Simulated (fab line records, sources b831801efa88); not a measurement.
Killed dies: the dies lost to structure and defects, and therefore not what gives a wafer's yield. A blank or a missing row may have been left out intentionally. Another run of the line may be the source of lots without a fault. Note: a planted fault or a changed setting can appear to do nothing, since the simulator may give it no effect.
fab line records | flow sky130
record lots=11 | wafers=33 | lastDay=50
route steps=708 shown SONOS_ONO@173 POLY_GATE@213 RES_PROTECT@214 VIA1@481 VIA2@509
lots with no fault: from the same line, run without faults
startH: the number of hours between the record's first day and the start of the first shown wafer of the lot | waitH: time in hours since the lot's previous step | " unchanged from the row above | L1.1+2: a single row standing in for several wafers | - no value, or no start given | * or withheld: withheld | < > ~ a bound
route shown NAME@n: names a module that has steps shown in the file, with the first one's number in the route | usual: mean/standard deviation of fault-free wafers | same: alike in all rows | chamber/n: place in a boat | sites: readings site by site | _std_site: the standard deviation of these | _edge_site: outer sites' mean less inner sites' | radiusMm: how far each site lies from the wafer's centre | mask NAME#n: copy n | behind: tool/chamber where the wafer was last shaped | hold: what put the lot on hold/how long, in hours/how the hold closed | device: whichever transistor did not switch (one of n, p or np) | end of line: tests run on the same wafers once the route is complete | a step without rows: its recipe alone | killed: at the first sort, the dies lost to defects and structure; wafer yield is something else | map: a wafer's dies, x killed, . not, _ none there
set.NAME: the run value of the setting; set.NAME@STEP: its run value at that earlier step | model.NAME: the simulator's own value behind a step, which no gauge read
the route's steps for a sample of lots (tables are steps, rows are wafers)
services: the hour from which a tool's chamber was out of use, counted from the record's first day as startH (under 0 if before that day), plus the number of hours and why
## steps
# step SKY_SONOS_ONO_THK_MEAS_05
# recipe reads=SiO2_of_SONOS_ONO_CVD_04
# usual SONOS_ONO_CVD_04_THK=5.75/0.12
lot.wafer | tool         | chamber | startH | waitH | SONOS_ONO_CVD_04_THK[nm]
L550.2    | filmMetro-01 | -       | 263.83 | 0.0   | 5.60
L550.3    | "            | -       | "      | "     | 5.59
L550.6    | "            | -       | "      | "     | 5.48
L553.2    | filmMetro-04 | -       | 307.89 | 0.0   | 5.68
L553.3    | "            | -       | "      | "     | 5.66
L553.5    | "            | -       | "      | "     | 5.74
L558.2    | filmMetro-03 | -       | 327.40 | 0.0   | 5.87
L558.5    | "            | -       | "      | "     | 5.97
L558.6    | "            | -       | "      | "     | 5.88
L562.1    | filmMetro-01 | -       | 362.13 | 0.0   | 5.63
L562.5    | "            | -       | "      | "     | 5.66
L562.6    | "            | -       | "      | "     | 5.57
L563.2    | filmMetro-04 | -       | 363.39 | 0.0   | 5.71
L563.3    | "            | -       | "      | "     | 5.77
L563.5    | "            | -       | "      | "     | 5.86
L564.1    | filmMetro-04 | -       | 376.83 | 0.0   | 5.81
L564.4    | "            | -       | "      | "     | 5.71
L564.5    | "            | -       | "      | "     | 5.76
L568.1    | filmMetro-04 | -       | 404.65 | 0.0   | 5.79
L568.2    | "            | -       | "      | "     | 5.90
L568.6    | "            | -       | "      | "     | 5.84
L569.1    | filmMetro-03 | -       | 413.16 | 0.0   | 5.71
L569.5    | "            | -       | "      | "     | 5.75
L569.6    | "            | -       | "      | "     | 5.78
L570.3    | filmMetro-01 | -       | 418.12 | 0.0   | 5.68
L570.5    | "            | -       | "      | "     | 5.73
L570.6    | "            | -       | "      | "     | 5.76
L571.1    | filmMetro-04 | -       | 427.94 | 0.0   | 5.78
L571.3    | "            | -       | "      | "     | 5.84
L571.4    | "            | -       | "      | "     | 5.77
L572.1    | filmMetro-04 | -       | 441.30 | 0.0   | 5.88
L572.3    | "            | -       | "      | "     | 5.91
L572.5    | "            | -       | "      | "     | 5.73
# step SKY_POLY_GATE_IMPLANT_02
# recipe species=P | energyKev=30 | doseCm2=7.7e+15 | tiltDeg=0
# usual beamOnS=36.5/2.8 | doseIonsCm2=7.699e+15/7.8e+12 | endStationPressureTorr=1.06e-05/9e-07 | faradayCurrentUA=11692/880
# same implantIonAmu=31
lot.wafer | tool         | chamber | startH | waitH | beamOnS | doseIonsCm2 | endStationPressureTorr | faradayCurrentUA
L550.2    | implanter-02 | 0       | 344.48 | 0.1   | 38.7    | 7.686e+15   | 9.9e-06                | 11003
L550.3    | "            | 0       | "      | "     | 40.6    | 7.702e+15   | 1.04e-05               | 10458
L550.6    | "            | 0       | "      | "     | 39.3    | 7.697e+15   | 9.7e-06                | 10872
L553.2    | implanter-04 | 0       | 398.53 | 0.1   | 33.7    | 7.698e+15   | 1.19e-05               | 12585
L553.3    | "            | 0       | "      | "     | 34.5    | 7.697e+15   | 1.1e-05                | 12221
L553.5    | "            | 0       | "      | "     | 33.8    | 7.697e+15   | 1.16e-05               | 12448
L558.2    | implanter-04 | 0       | 418.13 | 0.1   | 32.2    | 7.711e+15   | 1.16e-05               | 13104
L558.5    | "            | 0       | "      | "     | 33.4    | 7.685e+15   | 1.03e-05               | 12740
L558.6    | "            | 0       | "      | "     | 34.9    | 7.687e+15   | 1.03e-05               | 12109
L562.1    | implanter-04 | 0       | 457.65 | 0.1   | 10.1    | 2.083e+15   | 1.58e-05               | 11267
L562.5    | "            | 0       | "      | "     | 9.8     | 2.075e+15   | 1.4e-05                | 11604
L562.6    | "            | 0       | "      | "     | 10.0    | 2.083e+15   | 1.55e-05               | 11380
L563.2    | implanter-04 | 0       | 460.23 | 0.1   | 10.5    | 2.086e+15   | 1.4e-05                | 10950
L563.3    | "            | 0       | "      | "     | 10.1    | 2.093e+15   | 1.49e-05               | 11310
L563.5    | "            | 0       | "      | "     | 10.0    | 2.08e+15    | 1.39e-05               | 11453
L564.1    | implanter-01 | 0       | 473.30 | 0.1   | 38.3    | 7.7e+15     | 9.2e-06                | 11108
L564.4    | "            | 0       | "      | "     | 36.8    | 7.707e+15   | 1.03e-05               | 11490
L564.5    | "            | 0       | "      | "     | 38.5    | 7.691e+15   | 1.01e-05               | 11026
L568.1    | implanter-02 | 0       | 503.46 | 0.1   | 40.8    | 7.703e+15   | 9.5e-06                | 10427
L568.2    | "            | 0       | "      | "     | 41.2    | 7.696e+15   | 9.8e-06                | 10344
L568.6    | "            | 0       | "      | "     | 39.3    | 7.69e+15    | 9.9e-06                | 10799
L569.1    | implanter-01 | 0       | 511.67 | 0.1   | 35.6    | 7.697e+15   | 1e-05                  | 11916
L569.5    | "            | 0       | "      | "     | 37.1    | 7.703e+15   | 1.06e-05               | 11408
L569.6    | "            | 0       | "      | "     | 36.8    | 7.708e+15   | 9.6e-06                | 11520
L570.3    | implanter-02 | 0       | 517.62 | 0.1   | 39.7    | 7.7e+15     | 9e-06                  | 10733
L570.5    | "            | 0       | "      | "     | 39.7    | 7.692e+15   | 9.6e-06                | 10730
L570.6    | "            | 0       | "      | "     | 37.9    | 7.715e+15   | 1.09e-05               | 11192
L571.1    | implanter-01 | 0       | 525.00 | 0.1   | 37.7    | 7.699e+15   | 1.02e-05               | 11368
L571.3    | "            | 0       | "      | "     | 37.7    | 7.71e+15    | 1.07e-05               | 11282
L571.4    | "            | 0       | "      | "     | 36.5    | 7.708e+15   | 1.04e-05               | 11585
L572.1    | implanter-04 | 0       | 537.30 | 0.1   | 33.1    | 7.698e+15   | 1.12e-05               | 12755
L572.3    | "            | 0       | "      | "     | 33.0    | 7.694e+15   | 1.18e-05               | 12830
L572.5    | "            | 0       | "      | "     | 32.0    | 7.708e+15   | 1.12e-05               | 13235
# step SKY_RES_PROTECT_STRIP_07
# recipe chemistry=O2/N2 | powerW=1400 | pressureMtorr=1500 | platenTempC=withheld | o2FlowSccm=3000 | n2FlowSccm=300 | overashFraction=0.5
# usual chamberPressureMTorr=1500.2/1.3 | drypumpMotorCurrentA=5.7/0.61 | oesProductAu=0.518/0.0042 | stripTimeToEndpointS=23.30/0.041
lot.wafer | tool           | chamber | startH | waitH | chamberPressureMTorr | drypumpMotorCurrentA | oesProductAu | rfHoursCounterH | stripTimeToEndpointS
L550.2    | plasmaAsher-01 | 0       | 344.60 | 0.1   | 1501.5               | 6.5                  | 0.519        | 62              | 23.32
L550.3    | "              | 0       | "      | "     | 1498.2               | 6.5                  | 0.515        | -               | 23.34
L550.6    | "              | 1       | "      | "     | 1498.0               | 6.0                  | 0.522        | -               | 23.36
L553.2    | plasmaAsher-01 | 0       | 398.66 | 0.1   | 1501.7               | 6.5                  | 0.515        | 68              | 23.30
L553.3    | "              | 0       | "      | "     | 1500.9               | 6.5                  | 0.521        | -               | 23.31
L553.5    | "              | 0       | "      | "     | 1499.6               | 6.5                  | 0.519        | -               | 23.34
L558.2    | plasmaAsher-03 | 1       | 418.25 | 0.1   | 1500.0               | 5.9                  | 0.519        | 57              | 23.30
L558.5    | "              | 1       | "      | "     | 1499.2               | 5.9                  | 0.521        | -               | 23.31
L558.6    | "              | 0       | "      | "     | 1499.7               | 4.9                  | 0.506        | -               | 23.25
L562.1    | plasmaAsher-03 | 0       | 457.80 | 0.1   | 1498.6               | 4.9                  | 0.598        | 61              | 18.34
L562.5    | "              | 0       | "      | "     | 1501.0               | 4.9                  | 0.594        | -               | 18.35
L562.6    | "              | 1       | "      | "     | 1499.1               | 5.9                  | 0.592        | -               | 18.31
L563.2    | plasmaAsher-01 | 0       | 460.36 | 0.1   | 1498.5               | 6.5                  | 0.600        | 3               | 18.34
L563.3    | "              | 0       | "      | "     | 1502.8               | 6.5                  | 0.600        | -               | 18.40
L563.5    | "              | 1       | "      | "     | 1496.5               | 6.0                  | 0.593        | -               | 18.33
L564.1    | plasmaAsher-01 | 1       | 473.45 | 0.1   | 1500.2               | 6.0                  | 0.520        | 4               | 23.27
L564.4    | "              | 0       | "      | "     | 1502.8               | 6.5                  | 0.518        | -               | 23.32
L564.5    | "              | 0       | "      | "     | 1499.9               | 6.5                  | 0.520        | -               | 23.33
L568.1    | plasmaAsher-03 | 0       | 503.61 | 0.1   | 1499.5               | 4.9                  | 0.516        | 66              | 23.30
L568.2    | "              | 1       | "      | "     | 1501.9               | 5.9                  | 0.521        | 66              | 23.31
L568.6    | "              | 0       | "      | "     | 1500.1               | 4.9                  | 0.513        | -               | 23.28
L569.1    | plasmaAsher-04 | 1       | 511.82 | 0.1   | 1499.7               | 4.9                  | 0.519        | 84              | 23.23
L569.5    | "              | 0       | "      | "     | 1501.3               | 6.0                  | 0.520        | -               | 23.21
L569.6    | "              | 1       | "      | "     | 1502.2               | 4.9                  | 0.517        | -               | 23.26
L570.3    | plasmaAsher-03 | 1       | 517.76 | 0.1   | 1504.0               | 5.9                  | 0.514        | -               | 23.22
L570.5    | "              | 1       | "      | "     | 1499.6               | 5.9                  | 0.519        | -               | 23.25
L570.6    | "              | 0       | "      | "     | 1501.4               | 4.9                  | 0.515        | -               | 23.25
L571.1    | plasmaAsher-03 | 1       | 525.15 | 0.1   | 1499.2               | 5.9                  | 0.522        | 68              | 23.30
L571.3    | "              | 0       | "      | "     | 1499.6               | 4.9                  | 0.511        | -               | 23.24
L571.4    | "              | 1       | "      | "     | 1499.8               | 5.9                  | 0.511        | -               | 23.27
L572.1    | plasmaAsher-04 | 0       | 537.45 | 0.1   | 1502.1               | 6.0                  | 0.516        | 86              | 23.28
L572.3    | "              | 0       | "      | "     | 1500.7               | 6.0                  | 0.516        | -               | 23.31
L572.5    | "              | 1       | "      | "     | 1500.6               | 4.9                  | 0.514        | -               | 23.32
# step SKY_RES_PROTECT_TW_MEAS_08
# usual POLY_GATE_TW=4018/26
lot.wafer | tool         | chamber | startH | waitH | hold                    | POLY_GATE_TW
L550.2    | filmMetro-04 | -       | 344.71 | 0.1   | -                       | 3986
L550.3    | "            | -       | "      | "     | -                       | 3960
L550.6    | "            | -       | "      | "     | -                       | 3987
L553.2    | filmMetro-02 | -       | 398.77 | 0.1   | -                       | 4035
L553.3    | "            | -       | "      | "     | -                       | 4001
L553.5    | "            | -       | "      | "     | -                       | 3998
L558.2    | filmMetro-04 | -       | 418.36 | 0.1   | -                       | 3969
L558.5    | "            | -       | "      | "     | -                       | 3974
L558.6    | "            | -       | "      | "     | -                       | 3983
L562.1    | filmMetro-02 | -       | 457.90 | 0.1   | awaitDispo/0.2h/release | 3496
L562.5    | "            | -       | "      | "     | awaitDispo/0.2h/release | 3491
L562.6    | "            | -       | "      | "     | awaitDispo/0.2h/release | 3506
L562.1    | filmMetro-02 | -       | 458.13 | 0.2   | -                       | 3496
L562.5    | "            | -       | "      | "     | -                       | 3499
L562.6    | "            | -       | "      | "     | -                       | 3478
L563.2    | filmMetro-04 | -       | 460.47 | 0.1   | awaitDispo/0.2h/release | 3484
L563.3    | "            | -       | "      | "     | awaitDispo/0.2h/release | 3502
L563.5    | "            | -       | "      | "     | awaitDispo/0.2h/release | 3485
L563.2    | filmMetro-04 | -       | 460.69 | 0.2   | -                       | 3489
L563.3    | "            | -       | "      | "     | -                       | 3506
L563.5    | "            | -       | "      | "     | -                       | 3480
L564.1    | filmMetro-02 | -       | 473.55 | 0.1   | -                       | 4033
L564.4    | "            | -       | "      | "     | -                       | 3989
L564.5    | "            | -       | "      | "     | -                       | 4029
L568.1    | filmMetro-02 | -       | 503.71 | 0.1   | -                       | 4026
L568.2    | "            | -       | "      | "     | -                       | 4027
L568.6    | "            | -       | "      | "     | -                       | 4008
L569.1    | filmMetro-04 | -       | 511.92 | 0.1   | -                       | 3972
L569.5    | "            | -       | "      | "     | -                       | 3969
L569.6    | "            | -       | "      | "     | -                       | 3977
L570.3    | filmMetro-02 | -       | 517.84 | 0.1   | -                       | 4018
L570.5    | "            | -       | "      | "     | -                       | 4025
L570.6    | "            | -       | "      | "     | -                       | 4024
L571.1    | filmMetro-01 | -       | 525.25 | 0.1   | -                       | 4033
L571.3    | "            | -       | "      | "     | -                       | 4062
L571.4    | "            | -       | "      | "     | -                       | 4051
L572.1    | filmMetro-04 | -       | 537.55 | 0.1   | -                       | 3990
L572.3    | "            | -       | "      | "     | -                       | 4008
L572.5    | "            | -       | "      | "     | -                       | 4006
# step SKY_VIA1_THK_MEAS_23
# recipe thkMeasGauge=xrf | reads=W_of_VIA1_CVD_21
# usual VIA1_W_THK=267/3.4
lot.wafer | tool         | chamber | startH | waitH | VIA1_W_THK[nm]
L550.2    | filmMetro-03 | -       | 796.66 | 0.1   | 268
L550.3    | "            | -       | "      | "     | 265
L550.6    | "            | -       | "      | "     | 262
L553.2    | filmMetro-02 | -       | 846.31 | 0.1   | 267
L553.3    | "            | -       | "      | "     | 264
L553.5    | "            | -       | "      | "     | 264
L558.2    | filmMetro-02 | -       | 864.31 | 0.1   | 264
L558.5    | "            | -       | "      | "     | 265
L558.6    | "            | -       | "      | "     | 264
L562.1    | filmMetro-01 | -       | 898.11 | 0.1   | 269
L562.5    | "            | -       | "      | "     | 274
L562.6    | "            | -       | "      | "     | 271
L563.2    | filmMetro-01 | -       | 902.58 | 0.1   | 272
L563.3    | "            | -       | "      | "     | 273
L563.5    | "            | -       | "      | "     | 272
L564.1    | filmMetro-02 | -       | 907.21 | 0.1   | 268
L564.4    | "            | -       | "      | "     | 268
L564.5    | "            | -       | "      | "     | 266
L569.1    | filmMetro-03 | -       | 944.28 | 0.1   | 264
L569.5    | "            | -       | "      | "     | 265
L569.6    | "            | -       | "      | "     | 262
L568.1    | filmMetro-01 | -       | 945.18 | 0.1   | 272
L568.2    | "            | -       | "      | "     | 269
L568.6    | "            | -       | "      | "     | 273
L570.3    | filmMetro-02 | -       | 948.04 | 0.1   | 265
L570.5    | "            | -       | "      | "     | 266
L570.6    | "            | -       | "      | "     | 264
L571.1    | filmMetro-02 | -       | 953.22 | 0.1   | 266
L571.3    | "            | -       | "      | "     | 261
L571.4    | "            | -       | "      | "     | 265
L572.1    | filmMetro-01 | -       | 960.11 | 0.1   | 269
L572.3    | "            | -       | "      | "     | 267
L572.5    | "            | -       | "      | "     | 268
# step SKY_VIA2_CMP_02
# recipe material=SiO2 | downForcePsi=4 | platenRpm=60 | padVelocityMS=0.94248
# usual motorCurrentA=11.9/0.89
lot.wafer | tool   | chamber | startH | waitH | motorCurrentA
L550.2    | cmp-01 | 1       | 824.95 | 0.4   | 10.8
L550.3    | "      | 0       | "      | "     | 13.3
L550.6    | "      | 1       | "      | "     | 11.2
L553.2    | cmp-01 | 3       | 873.74 | 0.0   | 12.1
L553.3    | "      | 2       | "      | "     | 11.5
L553.5    | "      | 0       | "      | "     | 12.0
L558.2    | cmp-01 | 1       | 891.68 | 0.2   | 11.1
L558.5    | "      | 2       | "      | "     | 11.1
L558.6    | "      | 3       | "      | "     | 12.2
L562.1    | cmp-02 | 1       | 925.14 | 0.1   | 13.8
L562.5    | "      | 1       | "      | "     | 13.7
L562.6    | "      | 2       | "      | "     | 11.4
L563.3    | cmp-01 | 3       | 929.47 | 0.0   | 12.1
L563.2    | "      | 2       | "      | "     | 11.0
L563.5    | "      | 3       | "      | "     | 11.7
L564.4    | cmp-01 | 1       | 933.64 | 0.0   | 11.2
L564.1    | "      | 3       | "      | "     | 11.7
L564.5    | "      | 1       | "      | "     | 11.0
L569.1    | cmp-01 | 0       | 969.88 | 0.1   | 13.0
L569.6    | "      | 2       | "      | "     | 11.4
L569.5    | "      | 3       | "      | "     | 12.2
L568.1    | cmp-01 | 0       | 971.42 | 0.1   | 12.3
L568.2    | "      | 2       | "      | "     | 10.9
L568.6    | "      | 3       | "      | "     | 12.6
L570.3    | cmp-02 | 2       | 973.94 | 0.1   | 11.8
L570.6    | "      | 1       | "      | "     | 13.4
L570.5    | "      | 2       | "      | "     | 11.2
L571.3    | cmp-01 | 1       | 979.47 | 0.2   | 10.9
L571.4    | "      | 2       | "      | "     | 10.5
L571.1    | "      | 3       | "      | "     | 11.7
L572.3    | cmp-02 | 0       | 986.24 | 0.1   | 11.0
L572.1    | "      | 2       | "      | "     | 12.0
L572.5    | "      | 0       | "      | "     | 11.2
## services
tool           | chamber | startH | hours | kind
plasmaAsher-03 | -       | 337.37 | 36.5  | pm
cmp-01         | -       | 366.89 | 2.9   | repair
plasmaAsher-03 | -       | 376.81 | 0.8   | repair
cmp-01         | -       | 378.18 | 0.5   | repair
cmp-01         | -       | 386.04 | 0.8   | repair
implanter-04   | -       | 400.74 | 4.6   | pm
plasmaAsher-03 | -       | 404.21 | 0.4   | repair
implanter-04   | -       | 460.87 | 2.0   | repair
cmp-01         | -       | 474.48 | 0.4   | repair
cmp-01         | -       | 512.19 | 0.4   | repair
cmp-01         | -       | 540.69 | 3.9   | pm
implanter-04   | -       | 547.01 | 2.6   | repair
cmp-01         | -       | 553.20 | 3.6   | pm
cmp-01         | -       | 572.00 | 4.0   | pm
cmp-01         | -       | 624.25 | 1.3   | repair
cmp-01         | -       | 627.18 | 1.1   | repair
cmp-01         | -       | 684.78 | 0.5   | repair
implanter-04   | -       | 715.84 | 2.7   | repair
cmp-01         | -       | 723.94 | 0.3   | repair
implanter-04   | -       | 765.50 | 0.5   | repair
plasmaAsher-03 | -       | 777.19 | 2.8   | pm
plasmaAsher-03 | -       | 826.17 | 1.5   | repair
cmp-01         | -       | 909.69 | 5.7   | pm
cmp-01         | -       | 915.35 | 4.0   | pm
## key
firstSign step=SKY_POLY_GATE_IMPLANT_02 | reading=doseIonsCm2 | direction=down | sigmas=99+ | usual=* | struck=*
effect step=SKY_POLY_GATE_IMPLANT_02 | reading=beamOnS | direction=down | sigmas=9.3 | usual=36.5 | struck=10.1
effect step=SKY_RES_PROTECT_STRIP_07 | reading=stripTimeToEndpointS | direction=down | sigmas=99+ | usual=* | struck=*
effect step=SKY_RES_PROTECT_TW_MEAS_08 | reading=visit | direction=added
effect step=SKY_RES_PROTECT_TW_MEAS_08 | reading=POLY_GATE_TW | direction=down | sigmas=20 | usual=4018 | struck=3494
metAt SKY_POLY_GATE_IMPLANT_02
struckLots L562,L563
testerLeftOut L562,L563
notActingAt SKY_SONOS_ONO_THK_MEAS_05,SKY_VIA1_THK_MEAS_23,SKY_VIA2_CMP_02
onsetBetween 418.13 457.65
fault kind=processParameterDrift | tool=implanter-04 | chamber=- | onsetH=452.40 | steps=SKY_POLY_GATE_IMPLANT_02 | channel=doseCm2 | offset=* | shape=step | endH=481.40 | actsIn=* | stated=*
# testerLeftOut: of these lots the tester's yield and bins aren't shown, on N5 and GAA mostly nor the transistor test; their killed dies are dies lost to structure and defects alone, not to doping, threshold or leakage, so they don't give the yield
